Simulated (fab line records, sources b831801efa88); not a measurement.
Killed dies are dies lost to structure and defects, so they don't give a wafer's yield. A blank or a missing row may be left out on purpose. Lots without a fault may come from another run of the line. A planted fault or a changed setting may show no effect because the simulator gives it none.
fab line records | flow gf180mcu
record lots=5 wafers=15 last_day=34
route steps=602 shown VT_IMPLANT@97
lots that met no fault: from a run of the same line without faults
start_h: hours from the record's first day to the start of the lot's first wafer shown | wait_h: hours since the lot's step before | " the same as in the row above | L1.1+2: a row that stands for several wafers | - no value, or no start given | * or withheld: withheld | < > ~ a bound
route shown NAME@n: a module of which the file shows steps, and the number in the route of the first | usual: mean/standard deviation of fault-free wafers | same: alike in all rows | chamber/n: place in a boat | sites: the reading at each site | _std_site: their standard deviation | _edge_site: outer sites' mean less inner sites' | radius_mm: how far each site lies from the wafer's centre | mask NAME#n: copy n | behind: the tool/chamber that last shaped the wafer | hold: why the lot was held/for how many hours/how that ended | device: the transistor (n, p or np) that didn't switch | end of line: the same wafers' tests at the end of the route | a step without rows: its recipe alone | killed: dies lost to structure and defects at the first sort, not the wafer's yield | map: a wafer's dies, x killed, . not, _ none there
set.NAME: the setting as run; set.NAME@STEP: as run at that earlier step | model.NAME: the simulator's own value behind a step, which no gauge read
lots at some steps of the route; a table a step, a row a wafer
services: from which hour (start_h, from the record's first day; less than 0 if before it) a tool's chamber was out of use, for how many hours, and why
## steps
# step GF_VT_IMPLANT_OVL_MEAS_07
# usual VT_IMPLANT_OVL=0.6/1.2
# columns lot.wafer tool chamber start_h wait_h VT_IMPLANT_OVL[nm]
L077.1 overlay-01 - 132.19 0.1 1.1
L077.4 " - " " -0.8
L077.6 " - " " 1.2
L079.4 overlay-01 - 144.16 0.1 2.7
L079.5 " - " " 0.8
L079.6 " - " " -0.2
L082.1 overlay-02 - 162.86 0.1 -2.6
L082.2 " - " " -1.2
L082.6 " - " " -1.3
L085.1 overlay-02 - 182.04 0.1 2.2
L085.3 " - " " 2.1
L085.4 " - " " -0.7
L095.2 overlay-02 - 242.66 0.1 0.3
L095.3 " - " " 0.2
L095.4 " - " " 0.4
# step GF_VT_IMPLANT_IMPLANT_08
# recipe species=BF2 energy_kev=20 dose_cm2=8.575e+12 tilt_deg=7
# usual beam_energy_keV=20.000/0.0054 faraday_current_uA=48.5/1
# columns lot.wafer tool chamber start_h wait_h beam_energy_keV faraday_current_uA
L077.1 implanter-04 0 132.23 0.0 20.001 49.8
L077.4 " 0 " " 19.993 49.3
L077.6 " 0 " " 20.002 47.0
L079.4 implanter-04 0 144.25 0.1 19.999 50.4
L079.5 " 0 " " 19.989 48.4
L079.6 " 0 " " 19.991 48.2
L082.1 implanter-03 0 162.89 0.0 20.000 46.7
L082.2 " 0 " " 20.001 49.4
L082.6 " 0 " " 19.993 47.7
L085.1 implanter-03 0 182.08 0.0 20.003 47.0
L085.3 " 0 " " 20.007 49.7
L085.4 " 0 " " 19.997 47.9
L095.2 implanter-03 0 242.72 0.0 20.009 47.7
L095.3 " 0 " " 20.005 49.8
L095.4 " 0 " " 20.003 48.6
# step GF_VT_IMPLANT_STRIP_09
# recipe chemistry=O2/N2 power_w=1400 pressure_mtorr=1500 platen_temp_c=250 o2_flow_sccm=3000 n2_flow_sccm=300 overash_fraction=0.5
# usual drypump_motor_current_A=5.7/0.39 heater_power_w=353/26 oes_product_au=0.716/0.0046 strip_time_to_endpoint_s=12.801/0.022
# columns lot.wafer tool chamber start_h wait_h drypump_motor_current_A heater_power_w oes_product_au rf_hours_counter_h strip_time_to_endpoint_s
L077.1 plasma_asher-01 1 132.38 0.1 5.7 336 0.713 46 12.796
L077.4 " 1 " " 5.7 327 0.716 - 12.807
L077.6 " 1 " " 5.7 336 0.715 - 12.801
L079.4 plasma_asher-02 1 144.36 0.1 5.2 324 0.721 - 12.833
L079.5 " 1 " " 5.2 318 0.724 - 12.809
L079.6 " 0 " " 6.2 353 0.712 - 12.807
L082.1 plasma_asher-01 1 163.04 0.1 5.7 327 0.712 47 12.774
L082.2 " 0 " " 5.1 398 0.714 47 12.817
L082.6 " 1 " " 5.7 330 0.717 - 12.807
L085.1 plasma_asher-01 0 182.23 0.1 5.1 408 0.716 50 12.812
L085.3 " 1 " " 5.7 336 0.720 - 12.801
L085.4 " 0 " " 5.1 395 0.719 - 12.820
L095.2 plasma_asher-02 1 242.84 0.1 5.2 319 0.715 14 12.767
L095.3 " 1 " " 5.3 318 0.709 - 12.818
L095.4 " 0 " " 6.2 344 0.711 - 12.790
# step GF_VT_IMPLANT_TW_MEAS_10
# usual VT_IMPLANT_TW=574/3.1
# columns lot.wafer tool chamber start_h wait_h VT_IMPLANT_TW
L077.1 film_metro-02 - 132.48 0.1 572
L077.4 " - " " 574
L077.6 " - " " 573
L079.4 film_metro-01 - 144.46 0.1 576
L079.5 " - " " 576
L079.6 " - " " 572
L082.1 film_metro-01 - 163.14 0.1 577
L082.2 " - " " 574
L082.6 " - " " 574
L085.1 film_metro-02 - 182.33 0.1 573
L085.3 " - " " 572
L085.4 " - " " 570
L095.2 film_metro-04 - 242.95 0.1 578
L095.3 " - " " 574
L095.4 " - " " 574
# step GF_VT_IMPLANT_DEHYDRATE_11
# recipe temp_c=200 time_s=60
# usual chill_plate_temp_C=23.00/0.11 plate_temp_C=200.00/0.16
# columns lot.wafer tool chamber start_h wait_h chill_plate_temp_C plate_temp_C
L077.1 litho_track-02 0 139.54 7.1 22.95 200.47
L077.4 " 0 " " 23.01 199.88
L077.6 " 0 " " 22.98 200.48
L079.4 litho_track-01 0 151.67 7.2 23.18 200.05
L079.5 " 0 " " 23.20 199.93
L079.6 " 0 " " 23.20 200.11
L082.1 litho_track-02 0 170.79 7.6 22.99 199.87
L082.2 " 0 " " 22.85 199.81
L082.6 " 0 " " 23.11 199.90
L085.1 litho_track-01 0 189.64 7.3 22.97 199.89
L085.3 " 0 " " 22.99 200.13
L085.4 " 0 " " 22.98 199.97
L095.2 litho_track-03 0 251.88 8.9 23.05 199.64
L095.3 " 0 " " 23.08 200.17
L095.4 " 0 " " 22.81 199.91
# step GF_VT_IMPLANT_HMDS_12
# recipe prime_time_s=60 prime_temp_c=120
# usual chill_plate_temp_C=23.00/0.098
# columns lot.wafer tool chamber start_h wait_h chill_plate_temp_C
L077.1 litho_track-02 0 139.69 0.1 23.18
L077.4 " 0 " " 22.99
L077.6 " 0 " " 23.21
L079.4 litho_track-01 0 151.82 0.1 23.13
L079.5 " 0 " " 22.98
L079.6 " 0 " " 22.84
L082.1 litho_track-02 0 170.94 0.1 22.98
L082.2 " 0 " " 23.15
L082.6 " 0 " " 23.02
L085.1 litho_track-01 0 189.79 0.1 23.07
L085.3 " 0 " " 22.85
L085.4 " 0 " " 23.01
L095.2 litho_track-03 0 252.03 0.1 23.06
L095.3 " 0 " " 23.01
L095.4 " 0 " " 23.18
# step GF_VT_IMPLANT_COAT_13
# recipe resist=NOVOLAK spin_rpm=3000 resist_thk_nm=1000
# usual chill_plate_temp_C=23.00/0.092 spin_speed_rpm=3000.4/1.7
# columns lot.wafer tool chamber start_h wait_h chill_plate_temp_C spin_speed_rpm
L077.1 litho_track-02 0 139.84 0.1 23.00 3002.3
L077.4 " 0 " " 23.03 3001.5
L077.6 " 0 " " 23.02 2997.3
L079.4 litho_track-01 0 151.97 0.1 23.03 2998.8
L079.5 " 0 " " 23.09 3002.4
L079.6 " 0 " " 23.02 2998.3
L082.1 litho_track-02 0 171.09 0.1 23.01 3003.2
L082.2 " 0 " " 22.93 3000.9
L082.6 " 0 " " 23.10 3002.0
L085.1 litho_track-01 0 189.94 0.1 22.85 3002.1
L085.3 " 0 " " 23.04 3002.0
L085.4 " 0 " " 22.76 2998.7
L095.2 litho_track-03 0 252.18 0.1 23.18 3000.7
L095.3 " 0 " " 23.08 3000.7
L095.4 " 0 " " 23.20 2999.7
# step GF_VT_IMPLANT_SOFTBAKE_14
# recipe temp_c=90 time_s=60 resist=NOVOLAK
# usual chill_plate_temp_C=23.00/0.11 plate_temp_C=89.99/0.15
# columns lot.wafer tool chamber start_h wait_h chill_plate_temp_C plate_temp_C
L077.1 litho_track-02 0 139.99 0.1 23.12 90.06
L077.4 " 0 " " 23.05 89.93
L077.6 " 0 " " 22.97 89.96
L079.4 litho_track-01 0 152.12 0.1 23.18 90.02
L079.5 " 0 " " 23.09 90.13
L079.6 " 0 " " 22.99 90.22
L082.1 litho_track-02 0 171.24 0.1 23.20 89.86
L082.2 " 0 " " 23.05 89.88
L082.6 " 0 " " 23.03 89.61
L085.1 litho_track-01 0 190.09 0.1 22.99 89.80
L085.3 " 0 " " 22.95 89.88
L085.4 " 0 " " 22.90 89.85
L095.2 litho_track-03 0 252.33 0.1 22.93 90.02
L095.3 " 0 " " 23.02 90.25
L095.4 " 0 " " 23.00 90.28
# step GF_VT_IMPLANT_EXPOSE_15
# recipe mask_id=Nwell_LV_AREA target_cd_nm=860 na=0.6 source_shape=conventional sigma_outer=0.6 dose_mj=140
# usual exposure_dose_mJ_cm2=140.00/0.14
# columns lot.wafer tool chamber start_h wait_h mask exposure_dose_mJ_cm2
L077.1 iline_stepper-01 0 - - Nwell_LV_AREA#0 139.80
L077.4 " 0 " " Nwell_LV_AREA#0 140.00
L077.6 " 0 " " Nwell_LV_AREA#0 139.69
L079.4 iline_stepper-01 0 - - Nwell_LV_AREA#0 140.35
L079.5 " 0 " " Nwell_LV_AREA#0 140.13
L079.6 " 0 " " Nwell_LV_AREA#0 140.06
L082.1 iline_stepper-01 0 - - Nwell_LV_AREA#0 139.97
L082.2 " 0 " " Nwell_LV_AREA#0 139.92
L082.6 " 0 " " Nwell_LV_AREA#0 139.88
L085.1 iline_stepper-01 0 - - Nwell_LV_AREA#0 139.98
L085.3 " 0 " " Nwell_LV_AREA#0 140.03
L085.4 " 0 " " Nwell_LV_AREA#0 139.86
L095.2 iline_stepper-01 0 - - Nwell_LV_AREA#0 139.88
L095.3 " 0 " " Nwell_LV_AREA#0 139.87
L095.4 " 0 " " Nwell_LV_AREA#0 140.04
# step GF_VT_IMPLANT_PEB_16
# recipe temp_c=withheld time_s=* resist=NOVOLAK
# usual chill_plate_temp_C=*
# columns lot.wafer tool chamber start_h wait_h chill_plate_temp_C
L077.1 litho_track-01 0 - - *
L077.4 " 0 " " *
L077.6 " 0 " " *
L079.4 litho_track-03 0 - - *
L079.5 " 0 " " *
L079.6 " 0 " " *
L082.1 litho_track-02 0 - - *
L082.2 " 0 " " *
L082.6 " 0 " " *
L085.1 litho_track-02 0 - - *
L085.3 " 0 " " *
L085.4 " 0 " " *
L095.2 litho_track-03 0 - - *
L095.3 " 0 " " *
L095.4 " 0 " " *
# step GF_VT_IMPLANT_DEVELOP_17
# recipe develop_time_s=60 dev_temp_c=23
# usual chill_plate_temp_C=22.99/0.11
# columns lot.wafer tool chamber start_h wait_h chill_plate_temp_C
L077.1 litho_track-01 0 147.39 0.1 23.10
L077.4 " 0 " " 23.25
L077.6 " 0 " " 23.20
L079.4 litho_track-03 0 159.83 0.1 22.84
L079.5 " 0 " " 23.07
L079.6 " 0 " " 23.06
L082.1 litho_track-02 0 179.64 0.1 23.01
L082.2 " 0 " " 23.05
L082.6 " 0 " " 23.08
L085.1 litho_track-02 0 198.34 0.1 22.73
L085.3 " 0 " " 22.83
L085.4 " 0 " " 22.94
L095.2 litho_track-03 0 261.33 0.1 22.85
L095.3 " 0 " " 23.17
L095.4 " 0 " " 22.90
# step GF_VT_IMPLANT_OVL_MEAS_18
# usual VT_IMPLANT_01_OVL=0.7/1.4
# columns lot.wafer tool chamber start_h wait_h VT_IMPLANT_01_OVL[nm]
L077.1 overlay-01 - 147.54 0.1 1.1
L077.4 " - " " 0.1
L077.6 " - " " 1.4
L079.4 overlay-01 - 159.92 0.1 4.8
L079.5 " - " " 2.6
L079.6 " - " " 4.1
L082.1 overlay-02 - 179.79 0.1 0.6
L082.2 " - " " 0.3
L082.6 " - " " 1.0
L085.1 overlay-02 - 198.49 0.1 1.4
L085.3 " - " " 0.6
L085.4 " - " " 0.9
L095.2 overlay-02 - 261.46 0.1 0.4
L095.3 " - " " 2.3
L095.4 " - " " 1.2
# step GF_VT_IMPLANT_IMPLANT_19
# recipe species=As energy_kev=100 dose_cm2=4.35e+12 tilt_deg=7
# usual beam_energy_keV=100.01/0.034 faraday_current_uA=24.5/0.52
# columns lot.wafer tool chamber start_h wait_h beam_energy_keV faraday_current_uA
L077.1 implanter-03 0 147.58 0.0 100.06 24.1
L077.4 " 0 " " 100.01 25.0
L077.6 " 0 " " 100.04 24.5
L079.4 implanter-02 0 160.02 0.1 100.09 24.2
L079.5 " 0 " " 100.05 25.2
L079.6 " 0 " " 100.03 24.4
L082.1 implanter-04 0 179.83 0.0 100.04 24.7
L082.2 " 0 " " 100.00 24.4
L082.6 " 0 " " 100.04 24.8
L085.1 implanter-04 0 198.53 0.0 100.05 23.6
L085.3 " 0 " " 100.04 24.6
L085.4 " 0 " " 100.02 23.6
L095.2 implanter-03 0 261.52 0.0 100.02 24.9
L095.3 " 0 " " 99.99 25.3
L095.4 " 0 " " 100.03 25.1
# step GF_VT_IMPLANT_STRIP_20
# recipe chemistry=O2/N2 power_w=1400 pressure_mtorr=1500 platen_temp_c=250 o2_flow_sccm=3000 n2_flow_sccm=300 overash_fraction=0.5
# usual drypump_motor_current_A=5.6/0.39 heater_power_w=353/27 oes_product_au=0.716/0.0043 strip_time_to_endpoint_s=12.631/0.029
# columns lot.wafer tool chamber start_h wait_h drypump_motor_current_A heater_power_w oes_product_au rf_hours_counter_h strip_time_to_endpoint_s
L077.1 plasma_asher-03 1 147.73 0.1 5.5 344 0.717 52 12.684
L077.4 " 0 " " 6.1 361 0.710 - 12.663
L077.6 " 0 " " 6.1 364 0.714 - 12.659
L079.4 plasma_asher-01 1 160.13 0.1 5.7 337 0.712 - 12.679
L079.5 " 0 " " 5.1 397 0.720 - 12.613
L079.6 " 1 " " 5.7 334 0.723 - 12.643
L082.1 plasma_asher-03 1 179.98 0.1 5.5 328 0.725 57 12.641
L082.2 " 0 " " 6.1 370 0.715 57 12.613
L082.6 " 0 " " 6.0 367 0.723 - 12.643
L085.1 plasma_asher-03 0 198.68 0.1 6.1 371 0.707 59 12.593
L085.3 " 1 " " 5.5 345 0.721 - 12.641
L085.4 " 0 " " 6.1 372 0.722 - 12.593
L095.2 plasma_asher-01 0 261.64 0.1 5.2 398 0.707 60 12.577
L095.3 " 1 " " 5.7 332 0.712 - 12.560
L095.4 " 0 " " 5.1 408 0.710 - 12.602
# step GF_VT_IMPLANT_TW_MEAS_21
# usual VT_IMPLANT_2_TW=1223/8.1
# columns lot.wafer tool chamber start_h wait_h VT_IMPLANT_2_TW
L077.1 film_metro-02 - 147.83 0.1 1212
L077.4 " - " " 1206
L077.6 " - " " 1210
L079.4 film_metro-02 - 160.22 0.1 1211
L079.5 " - " " 1215
L079.6 " - " " 1213
L082.1 film_metro-01 - 180.08 0.1 1225
L082.2 " - " " 1222
L082.6 " - " " 1228
L085.1 film_metro-04 - 198.78 0.1 1223
L085.3 " - " " 1226
L085.4 " - " " 1223
L095.2 film_metro-01 - 261.75 0.1 1231
L095.3 " - " " 1235
L095.4 " - " " 1231
# step GF_VT_IMPLANT_DEHYDRATE_22
# recipe temp_c=200 time_s=60
# usual chill_plate_temp_C=23.00/0.11 plate_temp_C=200.01/0.15
# columns lot.wafer tool chamber start_h wait_h chill_plate_temp_C plate_temp_C
L077.1 litho_track-01 0 155.29 7.5 22.95 200.15
L077.4 " 0 " " 22.85 200.07
L077.6 " 0 " " 22.95 199.76
L079.4 litho_track-03 0 167.73 7.5 22.96 200.20
L079.5 " 0 " " 22.98 199.93
L079.6 " 0 " " 22.89 199.79
L082.1 litho_track-01 0 187.44 7.4 22.97 200.08
L082.2 " 0 " " 22.89 200.03
L082.6 " 0 " " 22.84 200.11
L085.1 litho_track-01 0 206.94 8.2 22.91 199.96
L085.3 " 0 " " 22.85 200.33
L085.4 " 0 " " 22.80 199.89
L095.2 litho_track-01 0 271.41 9.7 22.94 199.70
L095.3 " 0 " " 23.07 199.98
L095.4 " 0 " " 23.11 199.96
# step GF_VT_IMPLANT_HMDS_23
# recipe prime_time_s=60 prime_temp_c=120
# usual chill_plate_temp_C=22.94/0.1
# columns lot.wafer tool chamber start_h wait_h chill_plate_temp_C
L077.1 litho_track-01 0 155.44 0.1 23.06
L077.4 " 0 " " 22.97
L077.6 " 0 " " 23.03
L079.4 litho_track-03 0 167.88 0.1 22.86
L079.5 " 0 " " 22.88
L079.6 " 0 " " 22.99
L082.1 litho_track-01 0 187.59 0.1 22.66
L082.2 " 0 " " 22.93
L082.6 " 0 " " 23.00
L085.1 litho_track-01 0 207.09 0.1 22.92
L085.3 " 0 " " 22.86
L085.4 " 0 " " 22.88
L095.2 litho_track-01 0 271.56 0.1 22.84
L095.3 " 0 " " 23.03
L095.4 " 0 " " 22.85
# step GF_VT_IMPLANT_COAT_24
# recipe resist=NOVOLAK spin_rpm=3000 resist_thk_nm=1000
# usual chill_plate_temp_C=23.01/0.099 spin_speed_rpm=3000.1/2
# columns lot.wafer tool chamber start_h wait_h chill_plate_temp_C spin_speed_rpm
L077.1 litho_track-01 0 155.59 0.1 23.07 2998.0
L077.4 " 0 " " 23.13 3002.3
L077.6 " 0 " " 23.09 2997.6
L079.4 litho_track-03 0 168.03 0.1 23.05 2998.7
L079.5 " 0 " " 23.08 2997.6
L079.6 " 0 " " 22.96 2998.9
L082.1 litho_track-01 0 187.74 0.1 23.05 3000.5
L082.2 " 0 " " 23.05 3003.0
L082.6 " 0 " " 22.94 2996.7
L085.1 litho_track-01 0 207.24 0.1 22.82 2999.0
L085.3 " 0 " " 23.00 3001.4
L085.4 " 0 " " 22.81 2999.0
L095.2 litho_track-01 0 271.71 0.1 23.04 3002.1
L095.3 " 0 " " 22.95 2999.1
L095.4 " 0 " " 22.84 2998.5
# step GF_VT_IMPLANT_SOFTBAKE_25
# recipe temp_c=90 time_s=60 resist=NOVOLAK
# usual chill_plate_temp_C=23.00/0.1 plate_temp_C=89.95/0.13
# columns lot.wafer tool chamber start_h wait_h chill_plate_temp_C plate_temp_C
L077.1 litho_track-01 0 155.74 0.1 23.04 89.75
L077.4 " 0 " " 23.06 90.06
L077.6 " 0 " " 23.18 89.94
L079.4 litho_track-03 0 168.18 0.1 23.06 89.98
L079.5 " 0 " " 23.14 89.98
L079.6 " 0 " " 22.99 89.92
L082.1 litho_track-01 0 187.89 0.1 23.05 89.90
L082.2 " 0 " " 22.99 89.91
L082.6 " 0 " " 22.94 89.86
L085.1 litho_track-01 0 207.39 0.1 23.01 90.06
L085.3 " 0 " " 23.01 90.15
L085.4 " 0 " " 22.85 89.99
L095.2 litho_track-01 0 271.86 0.1 22.83 90.30
L095.3 " 0 " " 22.95 90.01
L095.4 " 0 " " 22.99 90.22
# step GF_VT_IMPLANT_EXPOSE_26
# recipe mask_id=LVPWELL_HV_AREA target_cd_nm=860 na=0.6 source_shape=conventional sigma_outer=0.6 dose_mj=140
# usual exposure_dose_mJ_cm2=140.00/0.13
# columns lot.wafer tool chamber start_h wait_h mask exposure_dose_mJ_cm2
L077.1 iline_stepper-01 0 - - LVPWELL_HV_AREA#0 140.07
L077.4 " 0 " " LVPWELL_HV_AREA#0 139.97
L077.6 " 0 " " LVPWELL_HV_AREA#0 139.99
L079.4 iline_stepper-01 0 - - LVPWELL_HV_AREA#0 139.98
L079.5 " 0 " " LVPWELL_HV_AREA#0 139.82
L079.6 " 0 " " LVPWELL_HV_AREA#0 139.96
L082.1 iline_stepper-02 0 - - LVPWELL_HV_AREA#0 140.04
L082.2 " 0 " " LVPWELL_HV_AREA#0 139.86
L082.6 " 0 " " LVPWELL_HV_AREA#0 140.08
L085.1 iline_stepper-02 0 - - LVPWELL_HV_AREA#0 140.05
L085.3 " 0 " " LVPWELL_HV_AREA#0 140.12
L085.4 " 0 " " LVPWELL_HV_AREA#0 140.07
L095.2 iline_stepper-01 0 - - LVPWELL_HV_AREA#0 140.11
L095.3 " 0 " " LVPWELL_HV_AREA#0 139.94
L095.4 " 0 " " LVPWELL_HV_AREA#0 140.10
# step GF_VT_IMPLANT_PEB_27
# recipe temp_c=withheld time_s=* resist=NOVOLAK
# usual chill_plate_temp_C=*
# columns lot.wafer tool chamber start_h wait_h chill_plate_temp_C
L077.1 litho_track-02 0 - - *
L077.4 " 0 " " *
L077.6 " 0 " " *
L079.4 litho_track-01 0 - - *
L079.5 " 0 " " *
L079.6 " 0 " " *
L082.1 litho_track-03 0 - - *
L082.2 " 0 " " *
L082.6 " 0 " " *
L085.1 litho_track-03 0 - - *
L085.3 " 0 " " *
L085.4 " 0 " " *
L095.2 litho_track-01 0 - - *
L095.3 " 0 " " *
L095.4 " 0 " " *
# step GF_VT_IMPLANT_DEVELOP_28
# recipe develop_time_s=60 dev_temp_c=23
# usual chill_plate_temp_C=23.02/0.096
# columns lot.wafer tool chamber start_h wait_h chill_plate_temp_C
L077.1 litho_track-02 0 163.59 0.1 23.02
L077.4 " 0 " " 22.97
L077.6 " 0 " " 23.09
L079.4 litho_track-01 0 176.42 0.1 22.96
L079.5 " 0 " " 22.87
L079.6 " 0 " " 23.21
L082.1 litho_track-03 0 196.46 0.1 22.97
L082.2 " 0 " " 22.98
L082.6 " 0 " " 23.08
L085.1 litho_track-03 0 215.70 0.1 22.91
L085.3 " 0 " " 22.98
L085.4 " 0 " " 22.89
L095.2 litho_track-01 0 281.41 0.1 22.88
L095.3 " 0 " " 22.94
L095.4 " 0 " " 23.11
# step GF_VT_IMPLANT_OVL_MEAS_29
# usual VT_IMPLANT_02_OVL=1.1/1.3
# columns lot.wafer tool chamber start_h wait_h VT_IMPLANT_02_OVL[nm]
L077.1 overlay-02 - 163.74 0.1 3.4
L077.4 " - " " 3.1
L077.6 " - " " 3.7
L079.4 overlay-01 - 176.51 0.1 0.2
L079.5 " - " " 1.6
L079.6 " - " " -0.4
L082.1 overlay-01 - 196.61 0.1 0.4
L082.2 " - " " 0.4
L082.6 " - " " -0.4
L085.1 overlay-02 - 215.85 0.1 0.4
L085.3 " - " " 1.8
L085.4 " - " " 0.6
L095.2 overlay-01 - 281.54 0.1 2.2
L095.3 " - " " 1.4
L095.4 " - " " 0.6
# step GF_VT_IMPLANT_IMPLANT_30
# recipe species=B energy_kev=25 dose_cm2=2.534e+12 tilt_deg=7
# usual beam_energy_keV=24.999/0.0059 faraday_current_uA=14.3/0.31
# columns lot.wafer tool chamber start_h wait_h beam_energy_keV faraday_current_uA
L077.1 implanter-04 0 163.78 0.0 25.003 14.3
L077.4 " 0 " " 24.995 13.9
L077.6 " 0 " " 25.002 14.3
L079.4 implanter-02 0 176.60 0.1 25.002 13.9
L079.5 " 0 " " 24.991 14.4
L079.6 " 0 " " 24.999 14.8
L082.1 implanter-04 0 196.64 0.0 24.992 14.7
L082.2 " 0 " " 25.003 14.4
L082.6 " 0 " " 24.997 14.9
L085.1 implanter-04 0 215.89 0.0 24.993 14.5
L085.3 " 0 " " 24.994 14.6
L085.4 " 0 " " 24.996 14.4
L095.2 implanter-02 0 281.60 0.0 24.998 14.6
L095.3 " 0 " " 24.998 13.5
L095.4 " 0 " " 25.011 13.9
# step GF_VT_IMPLANT_STRIP_31
# recipe chemistry=O2/N2 power_w=1400 pressure_mtorr=1500 platen_temp_c=250 o2_flow_sccm=3000 n2_flow_sccm=300 overash_fraction=0.5
# usual drypump_motor_current_A=5.7/0.43 heater_power_w=346/25 oes_product_au=0.716/0.0045 strip_time_to_endpoint_s=12.627/0.028
# columns lot.wafer tool chamber start_h wait_h drypump_motor_current_A heater_power_w oes_product_au rf_hours_counter_h strip_time_to_endpoint_s
L077.1 plasma_asher-03 1 163.93 0.1 5.5 348 0.714 55 12.619
L077.4 " 0 " " 6.1 372 0.714 - 12.589
L077.6 " 1 " " 5.5 347 0.712 - 12.607
L079.4 plasma_asher-02 1 176.71 0.1 5.2 315 0.712 - 12.625
L079.5 " 1 " " 5.2 320 0.720 - 12.662
L079.6 " 0 " " 6.2 344 0.721 - 12.604
L082.1 plasma_asher-02 0 196.79 0.1 6.2 343 0.719 10 12.616
L082.2 " 1 " " 5.2 311 0.714 10 12.601
L082.6 " 0 " " 6.2 346 0.714 - 12.604
L085.1 plasma_asher-02 1 216.04 0.1 5.2 322 0.709 12 12.601
L085.3 " 1 " " 5.2 316 0.717 - 12.591
L085.4 " 0 " " 6.2 343 0.714 - 12.656
L095.2 plasma_asher-01 0 281.72 0.1 5.1 396 0.719 62 12.597
L095.3 " 1 " " 5.7 328 0.720 - 12.603
L095.4 " 0 " " 5.1 396 0.707 - 12.653
# step GF_VT_IMPLANT_TW_MEAS_32
# usual VT_IMPLANT_3_TW=271.5/1.5
# columns lot.wafer tool chamber start_h wait_h VT_IMPLANT_3_TW
L077.1 film_metro-01 - 164.03 0.1 271.7
L077.4 " - " " 270.4
L077.6 " - " " 272.4
L079.4 film_metro-01 - 176.81 0.1 272.1
L079.5 " - " " 270.5
L079.6 " - " " 270.8
L082.1 film_metro-01 - 196.89 0.1 271.3
L082.2 " - " " 268.2
L082.6 " - " " 269.0
L085.1 film_metro-04 - 216.14 0.1 273.9
L085.3 " - " " 272.9
L085.4 " - " " 273.5
L095.2 film_metro-04 - 281.83 0.1 271.3
L095.3 " - " " 270.9
L095.4 " - " " 269.3
# step GF_VT_IMPLANT_DEHYDRATE_33
# recipe temp_c=200 time_s=60
# usual chill_plate_temp_C=23.01/0.094 plate_temp_C=199.99/0.16
# columns lot.wafer tool chamber start_h wait_h chill_plate_temp_C plate_temp_C
L077.1 litho_track-01 0 171.44 7.4 22.85 199.82
L077.4 " 0 " " 23.14 199.91
L077.6 " 0 " " 22.91 199.95
L079.4 litho_track-03 0 184.53 7.7 23.26 199.91
L079.5 " 0 " " 23.15 199.89
L079.6 " 0 " " 23.02 200.14
L082.1 litho_track-01 0 204.74 7.8 22.97 200.06
L082.2 " 0 " " 22.93 199.77
L082.6 " 0 " " 22.97 199.81
L085.1 litho_track-02 0 224.44 8.3 22.99 199.93
L085.3 " 0 " " 22.91 199.99
L085.4 " 0 " " 22.94 199.79
L095.2 litho_track-01 0 290.96 9.1 22.86 200.25
L095.3 " 0 " " 22.82 200.29
L095.4 " 0 " " 23.09 199.94
# step GF_VT_IMPLANT_HMDS_34
# recipe prime_time_s=60 prime_temp_c=120
# usual chill_plate_temp_C=23.00/0.11
# columns lot.wafer tool chamber start_h wait_h chill_plate_temp_C
L077.1 litho_track-01 0 171.59 0.1 23.11
L077.4 " 0 " " 22.88
L077.6 " 0 " " 22.99
L079.4 litho_track-03 0 184.68 0.1 22.78
L079.5 " 0 " " 22.97
L079.6 " 0 " " 22.98
L082.1 litho_track-01 0 204.89 0.1 22.92
L082.2 " 0 " " 22.85
L082.6 " 0 " " 22.93
L085.1 litho_track-02 0 224.59 0.1 23.27
L085.3 " 0 " " 22.94
L085.4 " 0 " " 22.96
L095.2 litho_track-01 0 291.11 0.1 22.96
L095.3 " 0 " " 22.90
L095.4 " 0 " " 22.90
# step GF_VT_IMPLANT_COAT_35
# recipe resist=NOVOLAK spin_rpm=3000 resist_thk_nm=980.1
# usual chill_plate_temp_C=23.00/0.11 spin_speed_rpm=2999.8/1.9
# columns lot.wafer tool chamber start_h wait_h chill_plate_temp_C spin_speed_rpm
L077.1 litho_track-01 0 171.74 0.1 23.08 2999.1
L077.4 " 0 " " 23.08 2998.1
L077.6 " 0 " " 23.20 2998.8
L079.4 litho_track-03 0 184.83 0.1 22.70 3001.0
L079.5 " 0 " " 22.94 2999.1
L079.6 " 0 " " 22.85 2998.8
L082.1 litho_track-01 0 205.04 0.1 23.22 3001.1
L082.2 " 0 " " 23.12 2999.2
L082.6 " 0 " " 23.00 2999.8
L085.1 litho_track-02 0 224.74 0.1 23.12 3001.8
L085.3 " 0 " " 23.00 2998.0
L085.4 " 0 " " 23.11 2998.1
L095.2 litho_track-01 0 291.26 0.1 23.01 2999.5
L095.3 " 0 " " 23.12 3000.1
L095.4 " 0 " " 22.96 3000.0
# step GF_VT_IMPLANT_SOFTBAKE_36
# recipe temp_c=90 time_s=60 resist=NOVOLAK
# usual chill_plate_temp_C=23.02/0.1 plate_temp_C=90.01/0.12
# columns lot.wafer tool chamber start_h wait_h chill_plate_temp_C plate_temp_C
L077.1 litho_track-01 0 171.89 0.1 22.93 90.10
L077.4 " 0 " " 22.98 90.29
L077.6 " 0 " " 22.99 90.23
L079.4 litho_track-03 0 184.98 0.1 22.84 89.93
L079.5 " 0 " " 23.14 89.91
L079.6 " 0 " " 22.97 90.02
L082.1 litho_track-01 0 205.19 0.1 23.11 89.78
L082.2 " 0 " " 23.00 89.71
L082.6 " 0 " " 22.87 90.00
L085.1 litho_track-02 0 224.89 0.1 23.10 89.95
L085.3 " 0 " " 23.03 90.13
L085.4 " 0 " " 23.12 89.95
L095.2 litho_track-01 0 291.41 0.1 23.05 90.06
L095.3 " 0 " " 23.07 90.04
L095.4 " 0 " " 22.86 89.91
## services
# columns tool chamber start_h hours kind
plasma_asher-02 - 108.75 9.0 pm
plasma_asher-02 0 108.75 10.6 vent_cycle
plasma_asher-02 1 108.75 10.6 vent_cycle
plasma_asher-02 - 114.79 4.6 repair
plasma_asher-02 0 117.75 - clean
plasma_asher-02 1 117.75 - clean
plasma_asher-02 - 124.48 2.1 repair
plasma_asher-01 - 137.54 15.6 pm
iline_stepper-02 - 156.96 4.0 repair
implanter-04 - 174.74 4.8 pm
implanter-02 - 177.55 5.1 pm
implanter-04 - 181.69 2.8 repair
implanter-03 - 189.93 1.5 repair
plasma_asher-03 - 192.46 4.5 repair
iline_stepper-01 - 205.07 1.7 pm
implanter-03 - 205.76 3.3 pm
implanter-03 - 228.74 3.9 pm
plasma_asher-01 - 230.66 0.5 repair
plasma_asher-02 - 238.25 0.7 repair
implanter-03 - 239.11 2.2 repair
plasma_asher-01 - 244.93 3.0 repair
iline_stepper-02 - 251.45 3.6 repair
plasma_asher-01 - 264.39 1.0 repair
implanter-02 - 286.46 18.5 pm
## key
fault none
